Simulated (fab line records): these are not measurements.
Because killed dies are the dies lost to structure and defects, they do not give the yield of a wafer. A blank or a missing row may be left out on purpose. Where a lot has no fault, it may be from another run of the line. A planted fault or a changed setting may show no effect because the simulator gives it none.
Which tool was responsible? || flow sky130 || 12 lots, 36 wafers sampled, at 5 steps of a route of 708

## WHAT THE GAUGES READ, wafer by wafer
The record lacks any reading of a measuring or inspecting step that a usual standard deviation could be used to judge.

## WHICH TOOL RAN EACH LOT (tool, then ch and the chambers of the sampled wafers, then the start)
{"lot": "L663", "SKY_VIA2_SPUTTER_20": "pvd-sputter-01, day 36 07:10", "SKY_METAL4_ETCH_16": "rie-metal-02 ch 0,1, day 41 17:16", "SKY_VIA4_ETCH_12": "rie-diel-01 ch 0,1,2, day 42 17:40", "SKY_PAD_OPEN_ETCH_07": "rie-diel-03 ch 1,2,3, day 45 14:41", "SKY_PAD_OPEN_PROBE_99": "-"}
{"lot": "L664", "SKY_VIA2_SPUTTER_20": "pvd-sputter-03, day 36 09:33", "SKY_METAL4_ETCH_16": "rie-metal-01 ch 0,1, day 41 18:19", "SKY_VIA4_ETCH_12": "rie-diel-03 ch 0,1,2, day 42 18:00", "SKY_PAD_OPEN_ETCH_07": "rie-diel-04 ch 0,1,2, day 45 15:08", "SKY_PAD_OPEN_PROBE_99": "prober-02, day 45 17:37"}
{"lot": "L666", "SKY_VIA2_SPUTTER_20": "pvd-sputter-04, day 37 11:06", "SKY_METAL4_ETCH_16": "rie-metal-02 ch 0,1, day 42 17:32", "SKY_VIA4_ETCH_12": "rie-diel-04 ch 1,2,3, day 43 17:16", "SKY_PAD_OPEN_ETCH_07": "rie-diel-03 ch 1,2,3, day 46 12:02", "SKY_PAD_OPEN_PROBE_99": "prober-02, day 46 14:22"}
{"lot": "L667", "SKY_VIA2_SPUTTER_20": "pvd-sputter-04, day 37 12:10", "SKY_METAL4_ETCH_16": "rie-metal-03 ch 0,1, day 42 19:23", "SKY_VIA4_ETCH_12": "rie-diel-01 ch 0,2,3, day 43 19:04", "SKY_PAD_OPEN_ETCH_07": "rie-diel-04 ch 1,2,3, day 46 12:49", "SKY_PAD_OPEN_PROBE_99": "prober-01, day 46 15:35"}
{"lot": "L671", "SKY_VIA2_SPUTTER_20": "pvd-sputter-04, day 38 19:25", "SKY_METAL4_ETCH_16": "rie-metal-03 ch 0,1, day 44 00:34", "SKY_VIA4_ETCH_12": "rie-diel-04 ch 1,2,3, day 45 00:04", "SKY_PAD_OPEN_ETCH_07": "rie-diel-03 ch 0,1,2, day 47 16:49", "SKY_PAD_OPEN_PROBE_99": "prober-02, day 47 19:17"}
{"lot": "L676", "SKY_VIA2_SPUTTER_20": "pvd-sputter-03, day 40 15:04", "SKY_METAL4_ETCH_16": "rie-metal-01 ch 0,1, day 45 13:51", "SKY_VIA4_ETCH_12": "rie-diel-03 ch 2,3, day 46 11:43", "SKY_PAD_OPEN_ETCH_07": "rie-diel-04 ch 0,1,3, day 48 23:49", "SKY_PAD_OPEN_PROBE_99": "-"}
{"lot": "L678", "SKY_VIA2_SPUTTER_20": "pvd-sputter-03, day 41 07:32", "SKY_METAL4_ETCH_16": "rie-metal-02 ch 0,1, day 46 03:39", "SKY_VIA4_ETCH_12": "rie-diel-03 ch 0,2, day 47 01:32", "SKY_PAD_OPEN_ETCH_07": "rie-diel-02 ch 0,1, day 49 11:52", "SKY_PAD_OPEN_PROBE_99": "-"}
{"lot": "L681", "SKY_VIA2_SPUTTER_20": "pvd-sputter-03, day 41 20:02", "SKY_METAL4_ETCH_16": "rie-metal-01 ch 1, day 46 15:08", "SKY_VIA4_ETCH_12": "rie-diel-04 ch 0,1,2, day 47 12:01", "SKY_PAD_OPEN_ETCH_07": "rie-diel-03 ch 1,2,3, day 49 21:28", "SKY_PAD_OPEN_PROBE_99": "prober-01, day 49 23:48"}
{"lot": "L682", "SKY_VIA2_SPUTTER_20": "pvd-sputter-01, day 41 23:02", "SKY_METAL4_ETCH_16": "rie-metal-03 ch 0,1, day 46 19:26", "SKY_VIA4_ETCH_12": "rie-diel-03 ch 0,2, day 47 15:52", "SKY_PAD_OPEN_ETCH_07": "rie-diel-04 ch 0,1, day 49 23:41", "SKY_PAD_OPEN_PROBE_99": "prober-02, day 50 02:08"}
{"lot": "L683", "SKY_VIA2_SPUTTER_20": "pvd-sputter-03, day 42 06:34", "SKY_METAL4_ETCH_16": "rie-metal-02 ch 0, day 46 23:55", "SKY_VIA4_ETCH_12": "rie-diel-01 ch 0,1,2, day 47 20:44", "SKY_PAD_OPEN_ETCH_07": "rie-diel-03 ch 0,1,2, day 50 04:55", "SKY_PAD_OPEN_PROBE_99": "prober-01, day 50 07:17"}
{"lot": "L684", "SKY_VIA2_SPUTTER_20": "pvd-sputter-04, day 42 13:54", "SKY_METAL4_ETCH_16": "rie-metal-03 ch 0,1, day 47 05:28", "SKY_VIA4_ETCH_12": "rie-diel-03 ch 2,3, day 48 02:08", "SKY_PAD_OPEN_ETCH_07": "rie-diel-03 ch 0,1,3, day 50 09:01", "SKY_PAD_OPEN_PROBE_99": "prober-02, day 50 11:23"}
{"lot": "L686", "SKY_VIA2_SPUTTER_20": "pvd-sputter-04, day 43 16:47", "SKY_METAL4_ETCH_16": "rie-metal-02 ch 0,1, day 48 07:28", "SKY_VIA4_ETCH_12": "rie-diel-01 ch 1,2,3, day 49 02:32", "SKY_PAD_OPEN_ETCH_07": "rie-diel-04 ch 2,3, day 51 05:41", "SKY_PAD_OPEN_PROBE_99": "-"}
- SKY_VIA2_SPUTTER_20: material TiN, target thk 20 nm, time 80 s.
- SKY_METAL4_ETCH_16: etches BARC in N2/H2, stops on SiO2, time 88.2 s, target depth 60 nm.
- SKY_VIA4_ETCH_12: etches SiO2 in C4F8/O2/Ar, stops on TiN, target depth 580 nm.
- SKY_PAD_OPEN_ETCH_07: etches the open film in CF4/O2, stops on AlCu, target depth 725 nm, time 161.1 s.
- SKY_PAD_OPEN_PROBE_99

## WHAT THE TOOLS THEMSELVES READ (means of the sampled wafers that have a number; where no wafer has one, the mark that the record gives instead)
SKY_VIA2_SPUTTER_20. Usual: throttle-valve-pct reads 30.2 % (standard deviation 0.95).
{"lot": "L663", "tool": "pvd-sputter-01", "throttle-valve-pct (%)": 30.1, "flag": ""}
{"lot": "L664", "tool": "pvd-sputter-03", "throttle-valve-pct (%)": 30.8, "flag": ""}
{"lot": "L666", "tool": "pvd-sputter-04", "throttle-valve-pct (%)": 30.2, "flag": ""}
{"lot": "L667", "tool": "pvd-sputter-04", "throttle-valve-pct (%)": 30.0, "flag": ""}
{"lot": "L671", "tool": "pvd-sputter-04", "throttle-valve-pct (%)": 30.8, "flag": ""}
{"lot": "L676", "tool": "pvd-sputter-03", "throttle-valve-pct (%)": 30.3, "flag": ""}
{"lot": "L678", "tool": "pvd-sputter-03", "throttle-valve-pct (%)": 31.3, "flag": ""}
{"lot": "L681", "tool": "pvd-sputter-03", "throttle-valve-pct (%)": 30.5, "flag": ""}
{"lot": "L682", "tool": "pvd-sputter-01", "throttle-valve-pct (%)": 29.7, "flag": ""}
{"lot": "L683", "tool": "pvd-sputter-03", "throttle-valve-pct (%)": 29.7, "flag": ""}
{"lot": "L684", "tool": "pvd-sputter-04", "throttle-valve-pct (%)": 30.9, "flag": ""}
{"lot": "L686", "tool": "pvd-sputter-04", "throttle-valve-pct (%)": 30.9, "flag": ""}

SKY_METAL4_ETCH_16. Usual: drypump-motor-current-A 5.7 A, standard deviation 0.59; oes-product-au 0.626 a.u., standard deviation 0.005; throttle-valve-pct 13.205 %, standard deviation 0.0091.
{"lot": "L663", "tool": "rie-metal-02", "drypump-motor-current-A (A)": 5.1, "oes-product-au (a.u.)": 0.630, "throttle-valve-pct (%)": 13.199, "flag": ""}
{"lot": "L664", "tool": "rie-metal-01", "drypump-motor-current-A (A)": 6.4, "oes-product-au (a.u.)": 0.623, "throttle-valve-pct (%)": 13.205, "flag": ""}
{"lot": "L666", "tool": "rie-metal-02", "drypump-motor-current-A (A)": 5.1, "oes-product-au (a.u.)": 0.629, "throttle-valve-pct (%)": 13.200, "flag": ""}
{"lot": "L667", "tool": "rie-metal-03", "drypump-motor-current-A (A)": 6.1, "oes-product-au (a.u.)": 0.624, "throttle-valve-pct (%)": 13.200, "flag": ""}
{"lot": "L671", "tool": "rie-metal-03", "drypump-motor-current-A (A)": 6.1, "oes-product-au (a.u.)": 0.623, "throttle-valve-pct (%)": 13.209, "flag": ""}
{"lot": "L676", "tool": "rie-metal-01", "drypump-motor-current-A (A)": 6.4, "oes-product-au (a.u.)": 0.628, "throttle-valve-pct (%)": 13.202, "flag": ""}
{"lot": "L678", "tool": "rie-metal-02", "drypump-motor-current-A (A)": 5.1, "oes-product-au (a.u.)": 0.625, "throttle-valve-pct (%)": 13.194, "flag": ""}
{"lot": "L681", "tool": "rie-metal-01", "drypump-motor-current-A (A)": 6.4, "oes-product-au (a.u.)": 0.625, "throttle-valve-pct (%)": 13.215, "flag": ""}
{"lot": "L682", "tool": "rie-metal-03", "drypump-motor-current-A (A)": 6.1, "oes-product-au (a.u.)": 0.627, "throttle-valve-pct (%)": 13.199, "flag": ""}
{"lot": "L683", "tool": "rie-metal-02", "drypump-motor-current-A (A)": 5.2, "oes-product-au (a.u.)": 0.628, "throttle-valve-pct (%)": 13.202, "flag": ""}
{"lot": "L684", "tool": "rie-metal-03", "drypump-motor-current-A (A)": 6.1, "oes-product-au (a.u.)": 0.626, "throttle-valve-pct (%)": 13.212, "flag": ""}
{"lot": "L686", "tool": "rie-metal-02", "drypump-motor-current-A (A)": 5.1, "oes-product-au (a.u.)": 0.626, "throttle-valve-pct (%)": 13.202, "flag": ""}

SKY_VIA4_ETCH_12. Usual: oes-product-au reads 0.926 a.u. (standard deviation 0.0043).
{"lot": "L663", "tool": "rie-diel-01", "oes-product-au (a.u.)": 0.925, "flag": ""}
{"lot": "L664", "tool": "rie-diel-03", "oes-product-au (a.u.)": 0.926, "flag": ""}
{"lot": "L666", "tool": "rie-diel-04", "oes-product-au (a.u.)": 0.925, "flag": ""}
{"lot": "L667", "tool": "rie-diel-01", "oes-product-au (a.u.)": 0.927, "flag": ""}
{"lot": "L671", "tool": "rie-diel-04", "oes-product-au (a.u.)": 0.927, "flag": ""}
{"lot": "L676", "tool": "rie-diel-03", "oes-product-au (a.u.)": 0.927, "flag": ""}
{"lot": "L678", "tool": "rie-diel-03", "oes-product-au (a.u.)": 0.928, "flag": ""}
{"lot": "L681", "tool": "rie-diel-04", "oes-product-au (a.u.)": 0.929, "flag": ""}
{"lot": "L682", "tool": "rie-diel-03", "oes-product-au (a.u.)": 0.926, "flag": ""}
{"lot": "L683", "tool": "rie-diel-01", "oes-product-au (a.u.)": 0.923, "flag": ""}
{"lot": "L684", "tool": "rie-diel-03", "oes-product-au (a.u.)": 0.923, "flag": ""}
{"lot": "L686", "tool": "rie-diel-01", "oes-product-au (a.u.)": 0.925, "flag": ""}

SKY_PAD_OPEN_ETCH_07. Usual: drypump-motor-current-A 5.7 A, standard deviation 0.58; oes-product-au 0.977 a.u., standard deviation 0.0072; throttle-valve-pct 5.964 %, standard deviation 0.01.
{"lot": "L663", "tool": "rie-diel-03", "drypump-motor-current-A (A)": 5.9, "oes-product-au (a.u.)": 0.979, "throttle-valve-pct (%)": 5.972, "flag": ""}
{"lot": "L664", "tool": "rie-diel-04", "drypump-motor-current-A (A)": 5.4, "oes-product-au (a.u.)": 0.976, "throttle-valve-pct (%)": 5.968, "flag": ""}
{"lot": "L666", "tool": "rie-diel-03", "drypump-motor-current-A (A)": 5.9, "oes-product-au (a.u.)": 0.977, "throttle-valve-pct (%)": 5.969, "flag": ""}
{"lot": "L667", "tool": "rie-diel-04", "drypump-motor-current-A (A)": 5.3, "oes-product-au (a.u.)": 0.978, "throttle-valve-pct (%)": 5.963, "flag": ""}
{"lot": "L671", "tool": "rie-diel-03", "drypump-motor-current-A (A)": 5.6, "oes-product-au (a.u.)": 0.975, "throttle-valve-pct (%)": 5.965, "flag": ""}
{"lot": "L676", "tool": "rie-diel-04", "drypump-motor-current-A (A)": 5.4, "oes-product-au (a.u.)": 0.986, "throttle-valve-pct (%)": 5.971, "flag": ""}
{"lot": "L678", "tool": "rie-diel-02", "drypump-motor-current-A (A)": 6.3, "oes-product-au (a.u.)": 0.972, "throttle-valve-pct (%)": 5.955, "flag": ""}
{"lot": "L681", "tool": "rie-diel-03", "drypump-motor-current-A (A)": 5.9, "oes-product-au (a.u.)": 0.971, "throttle-valve-pct (%)": 5.963, "flag": ""}
{"lot": "L682", "tool": "rie-diel-04", "drypump-motor-current-A (A)": 5.6, "oes-product-au (a.u.)": 0.978, "throttle-valve-pct (%)": 5.962, "flag": ""}
{"lot": "L683", "tool": "rie-diel-03", "drypump-motor-current-A (A)": 5.6, "oes-product-au (a.u.)": 0.985, "throttle-valve-pct (%)": 5.966, "flag": ""}
{"lot": "L684", "tool": "rie-diel-03", "drypump-motor-current-A (A)": 5.8, "oes-product-au (a.u.)": 0.980, "throttle-valve-pct (%)": 5.966, "flag": ""}
{"lot": "L686", "tool": "rie-diel-04", "drypump-motor-current-A (A)": 4.9, "oes-product-au (a.u.)": 0.979, "throttle-valve-pct (%)": 5.959, "flag": ""}

SKY_PAD_OPEN_PROBE_99. Usual: defect-limited-yield 82.6 %, standard deviation 2.1; killed_at_M0_to_M3 44, standard deviation 7.5; killed_at_M4_up 3.1, standard deviation 1.7; killed-at-contacts 24, standard deviation 6.2; killed-at-front-end 15, standard deviation 4.2; killed-at-other 0.4, standard deviation 0.58; killed-dies 85, standard deviation 10; killed-open 47, standard deviation 7.7; killed-short 38, standard deviation 6.4; sort_bin_3_pad_short 0.8 %, standard deviation 0.41; sort_bin_5_function 10.3 %, standard deviation 1.7; sort_bin_6_memory 6.2 %, standard deviation 1.1; sort-n-pass 407, standard deviation 10; sort-yield-pct 82.6 %, standard deviation 2.1.
{"lot": "L664", "tool": "prober-02", "defect-limited-yield (%)": 83.2, "killed_at_M0_to_M3": 45, "killed_at_M4_up": 3.3, "killed-at-contacts": 23, "killed-at-front-end": 11, "killed-at-other": 0.0, "killed-dies": 83, "killed-open": 54, "killed-short": 29, "sort_bin_3_pad_short (%)": 0.8, "sort_bin_5_function (%)": 9.3, "sort_bin_6_memory (%)": 6.7, "sort-n-pass": 409, "sort-yield-pct (%)": 83.2, "flag": ""}
{"lot": "L666", "tool": "prober-02", "defect-limited-yield (%)": 82.3, "killed_at_M0_to_M3": 43, "killed_at_M4_up": 3.0, "killed-at-contacts": 27, "killed-at-front-end": 14, "killed-at-other": 0.3, "killed-dies": 87, "killed-open": 42, "killed-short": 45, "sort_bin_3_pad_short (%)": 0.7, "sort_bin_5_function (%)": 10.3, "sort_bin_6_memory (%)": 6.7, "sort-n-pass": 405, "sort-yield-pct (%)": 82.3, "flag": ""}
{"lot": "L667", "tool": "prober-01", "defect-limited-yield (%)": 81.6, "killed_at_M0_to_M3": 46, "killed_at_M4_up": 2.3, "killed-at-contacts": 26, "killed-at-front-end": 16, "killed-at-other": 0.7, "killed-dies": 91, "killed-open": 53, "killed-short": 37, "sort_bin_3_pad_short (%)": 1.3, "sort_bin_5_function (%)": 11.0, "sort_bin_6_memory (%)": 6.2, "sort-n-pass": 401, "sort-yield-pct (%)": 81.6, "flag": ""}
{"lot": "L671", "tool": "prober-02", "defect-limited-yield (%)": 81.2, "killed_at_M0_to_M3": 55, "killed_at_M4_up": 2.3, "killed-at-contacts": 23, "killed-at-front-end": 12, "killed-at-other": 0.3, "killed-dies": 93, "killed-open": 39, "killed-short": 37, "sort_bin_3_pad_short (%)": 1.3, "sort_bin_5_function (%)": 10.8, "sort_bin_6_memory (%)": 6.7, "sort-n-pass": 399, "sort-yield-pct (%)": 81.2, "flag": ""}
{"lot": "L681", "tool": "prober-01", "defect-limited-yield (%)": 82.1, "killed_at_M0_to_M3": 45, "killed_at_M4_up": 3.3, "killed-at-contacts": 24, "killed-at-front-end": 15, "killed-at-other": 0.3, "killed-dies": 88, "killed-open": 44, "killed-short": 43, "sort_bin_3_pad_short (%)": 0.6, "sort_bin_5_function (%)": 10.9, "sort_bin_6_memory (%)": 6.4, "sort-n-pass": 404, "sort-yield-pct (%)": 82.1, "flag": ""}
{"lot": "L682", "tool": "prober-02", "defect-limited-yield (%)": 83.1, "killed_at_M0_to_M3": 42, "killed_at_M4_up": 2.3, "killed-at-contacts": 22, "killed-at-front-end": 16, "killed-at-other": 0.0, "killed-dies": 83, "killed-open": 44, "killed-short": 38, "sort_bin_3_pad_short (%)": 1.2, "sort_bin_5_function (%)": 9.8, "sort_bin_6_memory (%)": 5.8, "sort-n-pass": 409, "sort-yield-pct (%)": 83.1, "flag": ""}
{"lot": "L683", "tool": "prober-01", "defect-limited-yield (%)": 83.9, "killed_at_M0_to_M3": 41, "killed_at_M4_up": 2.7, "killed-at-contacts": 21, "killed-at-front-end": 15, "killed-at-other": 0.0, "killed-dies": 79, "killed-open": 43, "killed-short": 36, "sort_bin_3_pad_short (%)": 0.8, "sort_bin_5_function (%)": 9.7, "sort_bin_6_memory (%)": 5.6, "sort-n-pass": 413, "sort-yield-pct (%)": 83.9, "flag": ""}
{"lot": "L684", "tool": "prober-02", "defect-limited-yield (%)": 82.6, "killed_at_M0_to_M3": 48, "killed_at_M4_up": 3.3, "killed-at-contacts": 20, "killed-at-front-end": 13, "killed-at-other": 0.7, "killed-dies": 86, "killed-open": 45, "killed-short": 40, "sort_bin_3_pad_short (%)": 1.0, "sort_bin_5_function (%)": 9.0, "sort_bin_6_memory (%)": 7.4, "sort-n-pass": 406, "sort-yield-pct (%)": 82.6, "flag": ""}

## THE ANSWER, worked out from the rows above alone
Rule: a lot is off if the mean of its wafers that have a number lies more than 3 standard deviations from the usual mean. Also off: a lot with no number at a reading for which 4 or more lots have one. Any other lot the step has rows for is counted as sound. The gauges are gone through in route order, then the tools' own readings, and for those a lot's mean is taken as printed above. The first step at which some lot is off is used, and at that step the reading that is off furthest; a lot without a number counts as furthest.
Across all readings shown, no lot is off: no conclusion can be drawn from this.

## WHAT THE SIMULATOR PUT IN
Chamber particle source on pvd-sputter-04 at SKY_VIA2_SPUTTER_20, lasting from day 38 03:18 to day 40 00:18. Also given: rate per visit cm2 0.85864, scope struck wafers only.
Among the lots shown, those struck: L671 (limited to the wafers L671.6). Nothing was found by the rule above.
